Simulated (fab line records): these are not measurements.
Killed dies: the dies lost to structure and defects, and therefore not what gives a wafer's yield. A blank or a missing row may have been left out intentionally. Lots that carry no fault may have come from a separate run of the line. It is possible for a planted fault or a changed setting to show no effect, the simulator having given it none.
fab line records + flow sfq-line
record:
- lots: 5
- wafers: 15
- last-day: 80
route steps=325 shown I7@303 M8@311
lots that met no fault: from a run of the same line without faults
start-h: hours from the record's first day to the start of the lot's first wafer shown + wait-h: hours from the lot's prior step to this one + " unchanged from the row above + L1.1+2: a single row standing in for several wafers + - either no value or no given start + * or withheld: withheld + < > ~ a bound
route shown NAME@n: NAME is a module with steps in the file, n the number in the route of the first one + usual: average and standard deviation across the fault-free wafers + same: alike in all rows + chamber/n: place in a boat + sites: the reading at each site + _std_site: standard deviation of those values + _edge_site: mean of outer sites minus mean of inner sites + radius-mm: how far each site lies from the wafer's centre + mask NAME#n: copy n + behind: the most recent tool/chamber to have shaped the wafer + hold: what put the lot on hold/how long, in hours/how the hold closed + device: which transistor (n, p or np) failed to switch + end of line: tests run on the same wafers once the route is complete + a step without rows: its recipe alone + killed: count of dies lost to structure and defects at first sort (not the wafer's yield) + map: dies across one wafer; x = killed, . = not, _ = none there
set.NAME: the run value of the setting; set.NAME@STEP: its run value at that earlier step + model.NAME: the simulator's own value behind a step, which no gauge read
lots at some steps of the route; a table a step, a row a wafer
services: when a tool's chamber went out of use (start-h, in hours from the record's first day, below 0 if earlier), for how many hours, and the reason
== steps ==
step: SFQ_TRILAYER_I7_VIA_LITHO_EXPOSE_188
recipe:
- mask-id: I7
- na: 0.6
- source-shape: conventional
- sigma-outer: 0.65
- target-cd-nm: 1000
- dose-mj: 21.3
| lot.wafer  | tool           | chamber | start-h | wait-h | mask |
|------------|----------------|---------|---------|--------|------|
| L085.1+2+3 | krf-scanner-01 | 0       | 1850.96 | -      | I7#0 |
| L088.1+4+5 | krf-scanner-01 | 0       | 1858.16 | -      | I7#0 |
| L091.3+4+6 | krf-scanner-01 | 0       | 1896.82 | -      | I7#0 |
| L096.4+5+6 | krf-scanner-01 | 0       | 1903.02 | -      | I7#0 |
| L097.1+2+5 | krf-scanner-01 | 0       | 1903.62 | -      | I7#0 |
step: SFQ_TRILAYER_I7_VIA_LITHO_PEB_190
recipe:
- peb-temp-c: 115
- peb-time-s: 60
- resist: KrF
usual:
- exhaust-pa: 44.9/0.99
| lot.wafer | tool           | chamber | start-h | wait-h | exhaust-pa |
|-----------|----------------|---------|---------|--------|------------|
| L085.1    | litho-track-03 | 0       | 1852.16 | 1.0    | 44.2       |
| L085.2    | "              | 0       | "       | "      | 43.9       |
| L085.3    | "              | 0       | "       | "      | 44.1       |
| L088.1    | litho-track-03 | 0       | 1859.36 | 1.0    | 45.5       |
| L088.4    | "              | 0       | "       | "      | 46.0       |
| L088.5    | "              | 0       | "       | "      | 46.3       |
| L091.3    | litho-track-04 | 0       | 1897.67 | 0.7    | 44.4       |
| L091.4    | "              | 0       | "       | "      | 45.7       |
| L091.6    | "              | 0       | "       | "      | 44.6       |
| L096.4    | litho-track-04 | 0       | 1903.70 | 0.5    | 46.2       |
| L096.5    | "              | 0       | "       | "      | 45.9       |
| L096.6    | "              | 0       | "       | "      | 45.6       |
| L097.1    | litho-track-04 | 0       | 1904.82 | 1.0    | 43.5       |
| L097.2    | "              | 0       | "       | "      | 44.2       |
| L097.5    | "              | 0       | "       | "      | 43.5       |
step: SFQ_TRILAYER_I7_VIA_LITHO_DEVELOP_189
recipe:
- time-s: 60
- resist: KrF
usual:
- exhaust-pa: 45.1/0.86
| lot.wafer | tool           | chamber | start-h | wait-h | exhaust-pa |
|-----------|----------------|---------|---------|--------|------------|
| L085.1    | litho-track-03 | 0       | 1852.31 | 0.1    | 45.0       |
| L085.2    | "              | 0       | "       | "      | 46.1       |
| L085.3    | "              | 0       | "       | "      | 46.1       |
| L088.1    | litho-track-03 | 0       | 1859.51 | 0.1    | 44.9       |
| L088.4    | "              | 0       | "       | "      | 44.8       |
| L088.5    | "              | 0       | "       | "      | 44.4       |
| L091.3    | litho-track-04 | 0       | 1897.82 | 0.1    | 44.6       |
| L091.4    | "              | 0       | "       | "      | 45.4       |
| L091.6    | "              | 0       | "       | "      | 45.7       |
| L096.4    | litho-track-04 | 0       | 1903.85 | 0.1    | 44.7       |
| L096.5    | "              | 0       | "       | "      | 45.8       |
| L096.6    | "              | 0       | "       | "      | 46.0       |
| L097.1    | litho-track-04 | 0       | 1904.97 | 0.1    | 45.6       |
| L097.2    | "              | 0       | "       | "      | 44.4       |
| L097.5    | "              | 0       | "       | "      | 44.6       |
step: SFQ_I7_OVL_MEAS_947
usual:
- I7_OVL: -4/4.3
| lot.wafer | tool       | chamber | start-h | wait-h | I7_OVL[nm] |
|-----------|------------|---------|---------|--------|------------|
| L085.1    | overlay-02 | -       | 1852.46 | 0.1    | -3         |
| L085.2    | "          | -       | "       | "      | 1          |
| L085.3    | "          | -       | "       | "      | -2         |
| L088.1    | overlay-02 | -       | 1859.66 | 0.1    | -3         |
| L088.4    | "          | -       | "       | "      | -8         |
| L088.5    | "          | -       | "       | "      | -8         |
| L091.3    | overlay-01 | -       | 1897.93 | 0.1    | -1         |
| L091.4    | "          | -       | "       | "      | -10        |
| L091.6    | "          | -       | "       | "      | 0          |
| L096.4    | overlay-01 | -       | 1903.94 | 0.1    | -1         |
| L096.5    | "          | -       | "       | "      | -6         |
| L096.6    | "          | -       | "       | "      | -7         |
| L097.1    | overlay-01 | -       | 1905.12 | 0.1    | -5         |
| L097.2    | "          | -       | "       | "      | -3         |
| L097.5    | "          | -       | "       | "      | -7         |
step: SFQ_TRILAYER_I7_VIA_BARC_OPEN_VIA_ETCH_260
recipe:
- mask-material: PR
- chemistry: O2
- target-depth-nm: 125
- target: BARC
- source-w: 500
- bias-w: 80
- pressure-mtorr: 30
- time-s: 41.7
usual:
- drypump-motor-current-A: 5.7/0.42
- oes-product-au: 0.685/0.0045
| lot.wafer | tool        | chamber | start-h | wait-h | drypump-motor-current-A | oes-product-au | rf-hours-counter-h |
|-----------|-------------|---------|---------|--------|-------------------------|----------------|--------------------|
| L085.1    | rie-diel-01 | 2       | 1852.50 | 0.0    | 5.6                     | 0.683          | 17                 |
| L085.2    | "           | 0       | "       | "      | 6.6                     | 0.681          | 1                  |
| L085.3    | "           | 1       | "       | "      | 6.1                     | 0.687          | 15                 |
| L088.1    | rie-diel-02 | 1       | 1859.70 | 0.0    | 5.5                     | 0.683          | 21                 |
| L088.4    | "           | 1       | "       | "      | 5.5                     | 0.692          | -                  |
| L088.5    | "           | 0       | "       | "      | 5.3                     | 0.683          | -                  |
| L091.3    | rie-diel-02 | 1       | 1897.96 | 0.0    | 5.5                     | 0.686          | 22                 |
| L091.4    | "           | 0       | "       | "      | 5.3                     | 0.678          | 13                 |
| L091.6    | "           | 2       | "       | "      | 6.1                     | 0.682          | -                  |
| L096.4    | rie-diel-02 | 0       | 1903.96 | 0.0    | 5.3                     | 0.691          | 13                 |
| L096.5    | "           | 2       | "       | "      | 6.1                     | 0.684          | -                  |
| L096.6    | "           | 1       | "       | "      | 5.5                     | 0.686          | -                  |
| L097.1    | rie-diel-03 | 2       | 1905.16 | 0.0    | 5.2                     | 0.690          | 6                  |
| L097.2    | "           | 3       | "       | "      | 5.5                     | 0.694          | 5                  |
| L097.5    | "           | 1       | "       | "      | 5.9                     | 0.684          | -                  |
step: SFQ_TRILAYER_I7_VIA_ETCH_VIA_ETCH_190
recipe:
- target: SiO2
- stop-on: Nb
- mask-material: PR
- taper-deg: 20
- chemistry: CHF3
- target-depth-nm: 260
- source-w: 500
- bias-w: 80
- pressure-mtorr: 30
- time-s: withheld
usual:
- drypump-motor-current-A: 5.7/0.41
- oes-product-au: 0.856/0.0052
| lot.wafer | tool        | chamber | start-h | wait-h | drypump-motor-current-A | oes-product-au |
|-----------|-------------|---------|---------|--------|-------------------------|----------------|
| L085.1    | rie-diel-01 | 2       | 1852.54 | 0.0    | 5.6                     | 0.846          |
| L085.2    | "           | 0       | "       | "      | 6.6                     | 0.863          |
| L085.3    | "           | 1       | "       | "      | 6.2                     | 0.854          |
| L088.1    | rie-diel-02 | 1       | 1859.74 | 0.0    | 5.5                     | 0.861          |
| L088.4    | "           | 1       | "       | "      | 5.6                     | 0.855          |
| L088.5    | "           | 0       | "       | "      | 5.3                     | 0.862          |
| L091.3    | rie-diel-02 | 1       | 1898.00 | 0.0    | 5.5                     | 0.858          |
| L091.4    | "           | 0       | "       | "      | 5.3                     | 0.852          |
| L091.6    | "           | 2       | "       | "      | 6.1                     | 0.852          |
| L096.4    | rie-diel-02 | 0       | 1904.00 | 0.0    | 5.3                     | 0.853          |
| L096.5    | "           | 2       | "       | "      | 6.1                     | 0.851          |
| L096.6    | "           | 1       | "       | "      | 5.5                     | 0.853          |
| L097.1    | rie-diel-03 | 2       | 1905.20 | 0.0    | 5.2                     | 0.856          |
| L097.2    | "           | 3       | "       | "      | 5.5                     | 0.857          |
| L097.5    | "           | 1       | "       | "      | 5.9                     | 0.852          |
step: SFQ_TRILAYER_I7_VIA_STRIP_STRIP_191
recipe:
- gas: O2
- power-w: 200
- platen-temp-c: 40
- overash-fraction: 0.65
- chemistry: O2
- pressure-mtorr: 50
usual:
- drypump-motor-current-A: 5.9/0.63
- oes-product-au: 1.003/0.01
- platen-temp-c: 40.03/0.12
| lot.wafer | tool         | chamber | start-h | wait-h | drypump-motor-current-A | oes-product-au | platen-temp-c | rf-hours-counter-h |
|-----------|--------------|---------|---------|--------|-------------------------|----------------|---------------|--------------------|
| L085.1    | rie-metal-04 | 0       | 1852.65 | -      | 5.6                     | 1.006          | 40.04         | 61                 |
| L085.2    | "            | 1       | "       | "      | 4.8                     | 1.012          | 39.94         | 44                 |
| L085.3    | "            | 1       | "       | "      | 4.8                     | 1.014          | 40.05         | -                  |
| L088.1    | rie-metal-01 | 1       | 1859.85 | -      | 6.3                     | 1.012          | 40.07         | 21                 |
| L088.4    | "            | 0       | "       | "      | 5.3                     | 0.987          | 39.95         | -                  |
| L088.5    | "            | 1       | "       | "      | 6.3                     | 1.010          | 40.10         | -                  |
| L091.3    | rie-metal-02 | 1       | 1898.31 | -      | 6.3                     | 0.998          | 40.07         | -                  |
| L091.4    | "            | 0       | "       | "      | 6.5                     | 0.995          | 40.03         | -                  |
| L091.6    | "            | 0       | "       | "      | 6.6                     | 1.009          | 40.01         | -                  |
| L096.4    | rie-metal-01 | 0       | 1904.31 | -      | 5.3                     | 0.992          | 39.98         | -                  |
| L096.5    | "            | 1       | "       | "      | 6.3                     | 1.017          | 39.69         | -                  |
| L096.6    | "            | 0       | "       | "      | 5.3                     | 0.993          | 39.86         | -                  |
| L097.1    | rie-metal-02 | 1       | 1905.31 | -      | 6.3                     | 0.996          | 39.93         | 56                 |
| L097.2    | "            | 0       | "       | "      | 6.5                     | 0.999          | 40.09         | 14                 |
| L097.5    | "            | 1       | "       | "      | 6.3                     | 1.001          | 39.88         | -                  |
step: SFQ_TRILAYER_I7_VIA_STRIP_SOLV_CLEAN_192
recipe:
- chemistry: NMP
- temp-c: 70
- time-s: 600
| lot.wafer  | tool         | chamber | start-h | wait-h |
|------------|--------------|---------|---------|--------|
| L085.1+2+3 | wet-bench-04 | 4,1,0   | 1853.25 | 0.4    |
| L088.1+4+5 | wet-bench-04 | 6,1,3   | 1860.45 | 0.4    |
| L091.3+4+6 | wet-bench-04 | 1,0,3   | 1898.71 | 0.2    |
| L096.4+5+6 | wet-bench-04 | 6,0,2   | 1904.71 | 0.2    |
| L097.1+2+5 | wet-bench-01 | 3,7,6   | 1905.91 | 0.4    |
step: SFQ_TRILAYER_M8_LITHO_LOR_COAT_197
recipe:
- resist: lift-off
- spin-rpm: 3000
usual:
- exhaust-pa: 44.8/0.94
| lot.wafer | tool           | chamber | start-h | wait-h | exhaust-pa |
|-----------|----------------|---------|---------|--------|------------|
| L085.1    | litho-track-02 | 0       | 1853.42 | 0.0    | 45.1       |
| L085.2    | "              | 0       | "       | "      | 46.3       |
| L085.3    | "              | 0       | "       | "      | 46.4       |
| L088.1    | litho-track-01 | 0       | 1860.62 | 0.0    | 45.7       |
| L088.4    | "              | 0       | "       | "      | 46.1       |
| L088.5    | "              | 0       | "       | "      | 46.8       |
| L091.3    | litho-track-02 | 0       | 1898.99 | 0.1    | 46.0       |
| L091.4    | "              | 0       | "       | "      | 43.4       |
| L091.6    | "              | 0       | "       | "      | 44.4       |
| L096.4    | litho-track-02 | 0       | 1905.24 | 0.3    | 43.5       |
| L096.5    | "              | 0       | "       | "      | 45.2       |
| L096.6    | "              | 0       | "       | "      | 44.0       |
| L097.1    | litho-track-01 | 0       | 1906.29 | 0.0    | 44.8       |
| L097.2    | "              | 0       | "       | "      | 45.3       |
| L097.5    | "              | 0       | "       | "      | 44.9       |
step: SFQ_TRILAYER_M8_LITHO_LOR_BAKE_198
recipe:
- resist: lift-off
- temp-c: withheld
- time-s: withheld
usual:
- exhaust-pa: 44.8/0.97
| lot.wafer | tool           | chamber | start-h | wait-h | exhaust-pa |
|-----------|----------------|---------|---------|--------|------------|
| L085.1    | litho-track-02 | 0       | 1853.72 | 0.2    | 44.6       |
| L085.2    | "              | 0       | "       | "      | 45.4       |
| L085.3    | "              | 0       | "       | "      | 44.2       |
| L088.1    | litho-track-01 | 0       | 1860.92 | 0.2    | 44.2       |
| L088.4    | "              | 0       | "       | "      | 44.6       |
| L088.5    | "              | 0       | "       | "      | 45.0       |
| L091.3    | litho-track-02 | 0       | 1899.37 | 0.3    | 43.4       |
| L091.4    | "              | 0       | "       | "      | 43.9       |
| L091.6    | "              | 0       | "       | "      | 44.3       |
| L096.4    | litho-track-02 | 0       | 1905.66 | 0.4    | 45.7       |
| L096.5    | "              | 0       | "       | "      | 46.7       |
| L096.6    | "              | 0       | "       | "      | 44.7       |
| L097.1    | litho-track-01 | 0       | 1906.59 | 0.2    | 44.4       |
| L097.2    | "              | 0       | "       | "      | 43.2       |
| L097.5    | "              | 0       | "       | "      | 43.8       |
step: SFQ_TRILAYER_M8_LITHO_COAT_193
recipe:
- resist: KrF
- spin-rpm: 3000
- resist-thk-nm: 600
usual:
- exhaust-pa: 45.0/0.84
| lot.wafer | tool           | chamber | start-h | wait-h | exhaust-pa |
|-----------|----------------|---------|---------|--------|------------|
| L085.1    | litho-track-02 | 0       | -       | -      | 46.2       |
| L085.2    | "              | 0       | "       | "      | 46.1       |
| L085.3    | "              | 0       | "       | "      | 46.5       |
| L088.1    | litho-track-01 | 0       | -       | -      | 43.4       |
| L088.4    | "              | 0       | "       | "      | 44.3       |
| L088.5    | "              | 0       | "       | "      | 44.4       |
| L091.3    | litho-track-02 | 0       | -       | -      | 47.7       |
| L091.4    | "              | 0       | "       | "      | 45.2       |
| L091.6    | "              | 0       | "       | "      | 45.7       |
| L096.4    | litho-track-02 | 0       | -       | -      | 44.9       |
| L096.5    | "              | 0       | "       | "      | 44.1       |
| L096.6    | "              | 0       | "       | "      | 45.9       |
| L097.1    | litho-track-01 | 0       | -       | -      | 44.8       |
| L097.2    | "              | 0       | "       | "      | 45.7       |
| L097.5    | "              | 0       | "       | "      | 46.2       |
step: SFQ_TRILAYER_M8_LITHO_SOFTBAKE_199
recipe:
- temp-c: withheld
- time-s: withheld
- resist: KrF
usual:
- exhaust-pa: 45.1/0.87
| lot.wafer | tool           | chamber | start-h | wait-h | exhaust-pa |
|-----------|----------------|---------|---------|--------|------------|
| L085.1    | litho-track-02 | 0       | -       | -      | 44.2       |
| L085.2    | "              | 0       | "       | "      | 44.3       |
| L085.3    | "              | 0       | "       | "      | 45.1       |
| L088.1    | litho-track-01 | 0       | -       | -      | 45.9       |
| L088.4    | "              | 0       | "       | "      | 45.4       |
| L088.5    | "              | 0       | "       | "      | 45.7       |
| L091.3    | litho-track-02 | 0       | -       | -      | 45.4       |
| L091.4    | "              | 0       | "       | "      | 44.9       |
| L091.6    | "              | 0       | "       | "      | 45.9       |
| L096.4    | litho-track-02 | 0       | -       | -      | 45.5       |
| L096.5    | "              | 0       | "       | "      | 46.3       |
| L096.6    | "              | 0       | "       | "      | 44.9       |
| L097.1    | litho-track-01 | 0       | -       | -      | 44.9       |
| L097.2    | "              | 0       | "       | "      | 44.5       |
| L097.5    | "              | 0       | "       | "      | 45.8       |
step: SFQ_TRILAYER_M8_LITHO_EXPOSE_194
recipe:
- mask-id: M8
- na: 0.6
- source-shape: conventional
- sigma-outer: 0.65
- target-cd-nm: 2000
- dose-mj: 14.4
| lot.wafer  | tool           | chamber | start-h | wait-h | mask |
|------------|----------------|---------|---------|--------|------|
| L085.1+2+3 | krf-scanner-01 | 0       | 1855.76 | -      | M8#0 |
| L088.1+4+5 | krf-scanner-01 | 0       | 1865.36 | -      | M8#0 |
| L091.3+4+6 | krf-scanner-01 | 0       | 1905.22 | -      | M8#0 |
| L096.4+5+6 | krf-scanner-01 | 0       | 1913.82 | -      | M8#0 |
| L097.1+2+5 | krf-scanner-01 | 0       | 1914.42 | -      | M8#0 |
step: SFQ_TRILAYER_M8_LITHO_PEB_196
recipe:
- peb-temp-c: 115
- peb-time-s: 60
- resist: KrF
usual:
- exhaust-pa: 45.3/0.82
| lot.wafer | tool           | chamber | start-h | wait-h | exhaust-pa |
|-----------|----------------|---------|---------|--------|------------|
| L085.1    | litho-track-01 | 0       | 1856.96 | 1.0    | 45.9       |
| L085.2    | "              | 0       | "       | "      | 46.8       |
| L085.3    | "              | 0       | "       | "      | 44.3       |
| L088.1    | litho-track-04 | 0       | 1866.56 | 1.0    | 44.3       |
| L088.4    | "              | 0       | "       | "      | 44.6       |
| L088.5    | "              | 0       | "       | "      | 44.1       |
| L091.3    | litho-track-04 | 0       | 1906.07 | 0.7    | 44.9       |
| L091.4    | "              | 0       | "       | "      | 43.9       |
| L091.6    | "              | 0       | "       | "      | 44.6       |
| L096.4    | litho-track-01 | 0       | 1914.50 | 0.5    | 46.0       |
| L096.5    | "              | 0       | "       | "      | 45.3       |
| L096.6    | "              | 0       | "       | "      | 45.9       |
| L097.1    | litho-track-04 | 0       | 1915.62 | 1.0    | 45.5       |
| L097.2    | "              | 0       | "       | "      | 45.0       |
| L097.5    | "              | 0       | "       | "      | 46.0       |
step: SFQ_TRILAYER_M8_LITHO_DEVELOP_195
recipe:
- img-clear-s: 15
- time-s: 55
- resist: KrF
usual:
- exhaust-pa: 45.1/0.83
| lot.wafer | tool           | chamber | start-h | wait-h | exhaust-pa |
|-----------|----------------|---------|---------|--------|------------|
| L085.1    | litho-track-01 | 0       | 1857.11 | 0.1    | 45.8       |
| L085.2    | "              | 0       | "       | "      | 45.7       |
| L085.3    | "              | 0       | "       | "      | 43.9       |
| L088.1    | litho-track-04 | 0       | 1866.71 | 0.1    | 44.3       |
| L088.4    | "              | 0       | "       | "      | 45.1       |
| L088.5    | "              | 0       | "       | "      | 44.4       |
| L091.3    | litho-track-04 | 0       | 1906.22 | 0.1    | 45.0       |
| L091.4    | "              | 0       | "       | "      | 45.6       |
| L091.6    | "              | 0       | "       | "      | 43.7       |
| L096.4    | litho-track-01 | 0       | 1914.64 | 0.1    | 46.6       |
| L096.5    | "              | 0       | "       | "      | 46.8       |
| L096.6    | "              | 0       | "       | "      | 45.1       |
| L097.1    | litho-track-04 | 0       | 1915.77 | 0.1    | 45.0       |
| L097.2    | "              | 0       | "       | "      | 44.2       |
| L097.5    | "              | 0       | "       | "      | 44.2       |
step: SFQ_M8_OVL_MEAS_948
usual:
- M8_OVL: 2/6.3
| lot.wafer | tool       | chamber | start-h | wait-h | M8_OVL[nm] |
|-----------|------------|---------|---------|--------|------------|
| L085.1    | overlay-02 | -       | 1857.25 | 0.1    | -12        |
| L085.2    | "          | -       | "       | "      | -7         |
| L085.3    | "          | -       | "       | "      | -11        |
| L088.1    | overlay-02 | -       | 1866.85 | 0.1    | 11         |
| L088.4    | "          | -       | "       | "      | 8          |
| L088.5    | "          | -       | "       | "      | 7          |
| L091.3    | overlay-01 | -       | 1906.33 | 0.1    | -6         |
| L091.4    | "          | -       | "       | "      | 0          |
| L091.6    | "          | -       | "       | "      | -6         |
| L096.4    | overlay-01 | -       | 1914.73 | 0.1    | -5         |
| L096.5    | "          | -       | "       | "      | -2         |
| L096.6    | "          | -       | "       | "      | -2         |
| L097.1    | overlay-01 | -       | 1915.91 | 0.1    | 1          |
| L097.2    | "          | -       | "       | "      | 0          |
| L097.5    | "          | -       | "       | "      | -3         |
step: SFQ_TRILAYER_M8_DEP_EVAP_197
recipe:
- material: Ti
- angular-spread-deg: 1
- target-thk-nm: 20
- time-s: 100
- power-w: 2000
| lot.wafer  | tool           | chamber | start-h | wait-h |
|------------|----------------|---------|---------|--------|
| L085.1+2+3 | pvd-sputter-02 | -       | 1857.29 | 0.0    |
| L088.1+4+5 | pvd-sputter-01 | -       | 1866.89 | 0.0    |
| L091.3+4+6 | pvd-sputter-02 | -       | 1906.35 | 0.0    |
| L096.4+5+6 | pvd-sputter-01 | -       | 1914.75 | 0.0    |
| L097.1+2+5 | pvd-sputter-02 | -       | 1915.95 | 0.0    |
step: SFQ_TRILAYER_M8_DEP_EVAP_198
recipe:
- material: Pt
- angular-spread-deg: 1
- target-thk-nm: 50
- time-s: 250
- power-w: 2000
| lot.wafer  | tool           | chamber | start-h | wait-h |
|------------|----------------|---------|---------|--------|
| L085.1+2+3 | pvd-sputter-02 | -       | 1857.36 | 0.0    |
| L088.1+4+5 | pvd-sputter-01 | -       | 1866.96 | 0.0    |
| L091.3+4+6 | pvd-sputter-02 | -       | 1906.42 | 0.0    |
| L096.4+5+6 | pvd-sputter-01 | -       | 1914.82 | 0.0    |
| L097.1+2+5 | pvd-sputter-02 | -       | 1916.02 | 0.0    |
step: SFQ_TRILAYER_M8_DEP_EVAP_196
recipe:
- material: Au
- angular-spread-deg: 1
- target-thk-nm: 180
- time-s: 900
- power-w: 2000
| lot.wafer  | tool           | chamber | start-h | wait-h |
|------------|----------------|---------|---------|--------|
| L085.1+2+3 | pvd-sputter-02 | -       | 1857.52 | 0.1    |
| L088.1+4+5 | pvd-sputter-01 | -       | 1867.12 | 0.1    |
| L091.3+4+6 | pvd-sputter-02 | -       | 1906.58 | 0.1    |
| L096.4+5+6 | pvd-sputter-01 | -       | 1914.98 | 0.1    |
| L097.1+2+5 | pvd-sputter-02 | -       | 1916.18 | 0.1    |
step: SFQ_M8_RS_MEAS_949
recipe:
- thk-meas-gauge: four-point-probe
- reads: Au_of_TRILAYER_M8_DEP_EVAP_196+Pt_of_TRILAYER_M8_DEP_EVAP_198+Ti_of_TRILAYER_M8_DEP_EVAP_197
usual:
- M8_AU_RS: 0.1536/0.0015
| lot.wafer | tool          | chamber | start-h | wait-h | M8_AU_RS[ohm/sq] |
|-----------|---------------|---------|---------|--------|------------------|
| L085.1    | film-metro-03 | -       | 1858.03 | 0.3    | 0.1526           |
| L085.2    | "             | -       | "       | "      | 0.1519           |
| L085.3    | "             | -       | "       | "      | 0.1533           |
| L088.1    | film-metro-02 | -       | 1867.63 | 0.3    | 0.1538           |
| L088.4    | "             | -       | "       | "      | 0.1542           |
| L088.5    | "             | -       | "       | "      | 0.1546           |
| L091.3    | film-metro-03 | -       | 1907.13 | 0.3    | 0.1546           |
| L091.4    | "             | -       | "       | "      | 0.1539           |
| L091.6    | "             | -       | "       | "      | 0.1564           |
| L096.4    | film-metro-02 | -       | 1915.55 | 0.3    | 0.1563           |
| L096.5    | "             | -       | "       | "      | 0.1550           |
| L096.6    | "             | -       | "       | "      | 0.1540           |
| L097.1    | film-metro-04 | -       | 1916.69 | 0.3    | 0.1521           |
| L097.2    | "             | -       | "       | "      | 0.1524           |
| L097.5    | "             | -       | "       | "      | 0.1520           |
step: SFQ_M8_THK_MEAS_950
recipe:
- thk-meas-gauge: xrf
- reads: Au_of_TRILAYER_M8_DEP_EVAP_196
usual:
- M8_AU_THK: 184.4/1.8
| lot.wafer | tool          | chamber | start-h | wait-h | M8_AU_THK[nm] |
|-----------|---------------|---------|---------|--------|---------------|
| L085.1    | film-metro-03 | -       | 1858.15 | 0.1    | 186.7         |
| L085.2    | "             | -       | "       | "      | 187.8         |
| L085.3    | "             | -       | "       | "      | 185.5         |
| L088.1    | film-metro-02 | -       | 1867.75 | 0.1    | 183.4         |
| L088.4    | "             | -       | "       | "      | 183.4         |
| L088.5    | "             | -       | "       | "      | 183.5         |
| L091.3    | film-metro-03 | -       | 1907.23 | 0.1    | 183.5         |
| L091.4    | "             | -       | "       | "      | 183.8         |
| L091.6    | "             | -       | "       | "      | 181.7         |
| L096.4    | film-metro-02 | -       | 1915.64 | 0.1    | 182.0         |
| L096.5    | "             | -       | "       | "      | 183.5         |
| L096.6    | "             | -       | "       | "      | 184.7         |
| L097.1    | film-metro-04 | -       | 1916.81 | 0.1    | 185.6         |
| L097.2    | "             | -       | "       | "      | 186.1         |
| L097.5    | "             | -       | "       | "      | 185.9         |
step: SFQ_TRILAYER_M8_LIFTOFF_LIFTOFF_197
recipe:
- temp-c: 80
- time-s: 600
- chemistry: NMP
| lot.wafer  | tool         | chamber | start-h | wait-h |
|------------|--------------|---------|---------|--------|
| L085.1+2+3 | wet-bench-03 | 0,1,4   | 1858.21 | 0.1    |
| L088.1+4+5 | wet-bench-02 | 3,4,2   | 1867.81 | 0.1    |
| L091.3+4+6 | wet-bench-03 | 0,2,5   | 1907.27 | 0.0    |
| L096.4+5+6 | wet-bench-01 | 2,1,3   | 1915.67 | 0.0    |
| L097.1+2+5 | wet-bench-02 | 2,4,6   | 1916.87 | 0.1    |
step: SFQ_M8_BOW_MEAS_951
recipe:
- mode: bow
usual:
- M8_BOW: 11/11
| lot.wafer | tool          | chamber | start-h | wait-h | M8_BOW[um] |
|-----------|---------------|---------|---------|--------|------------|
| L085.1    | film-metro-04 | -       | 1858.39 | 0.0    | 11         |
| L085.2    | "             | -       | "       | "      | 18         |
| L085.3    | "             | -       | "       | "      | 11         |
| L088.1    | film-metro-04 | -       | 1868.00 | 0.0    | 7          |
| L088.4    | "             | -       | "       | "      | -3         |
| L088.5    | "             | -       | "       | "      | -10        |
| L091.3    | film-metro-04 | -       | 1907.66 | 0.0    | 10         |
| L091.4    | "             | -       | "       | "      | 15         |
| L091.6    | "             | -       | "       | "      | 0          |
| L096.4    | film-metro-03 | -       | 1916.08 | 0.1    | 10         |
| L096.5    | "             | -       | "       | "      | 3          |
| L096.6    | "             | -       | "       | "      | 16         |
| L097.1    | film-metro-02 | -       | 1917.05 | 0.0    | -12        |
| L097.2    | "             | -       | "       | "      | -3         |
| L097.5    | "             | -       | "       | "      | 0          |
== services ==
| tool           | chamber | start-h | hours | kind           |
|----------------|---------|---------|-------|----------------|
| krf-scanner-01 | -       | 1829.75 | 1.0   | pm             |
| krf-scanner-01 | -       | 1831.95 | 1.3   | pm             |
| pvd-sputter-01 | -       | 1836.99 | 3.7   | repair         |
| rie-diel-01    | -       | 1838.14 | 0.4   | repair         |
| pvd-sputter-02 | -       | 1844.10 | 1.8   | repair         |
| rie-diel-02    | 3       | 1844.19 | -     | clean          |
| rie-diel-02    | 3       | 1844.19 | 27.9  | scheduled-down |
| rie-diel-02    | 3       | 1844.19 | 27.9  | vent-cycle     |
| rie-diel-02    | 0       | 1850.44 | 5.2   | repair         |
| wet-bench-04   | -       | 1861.09 | 8.0   | repair         |
| rie-diel-02    | 3       | 1886.60 | 10.9  | repair         |
| krf-scanner-01 | -       | 1892.40 | 4.0   | pm             |
| krf-scanner-01 | -       | 1908.68 | 0.5   | repair         |
== key ==
fault none
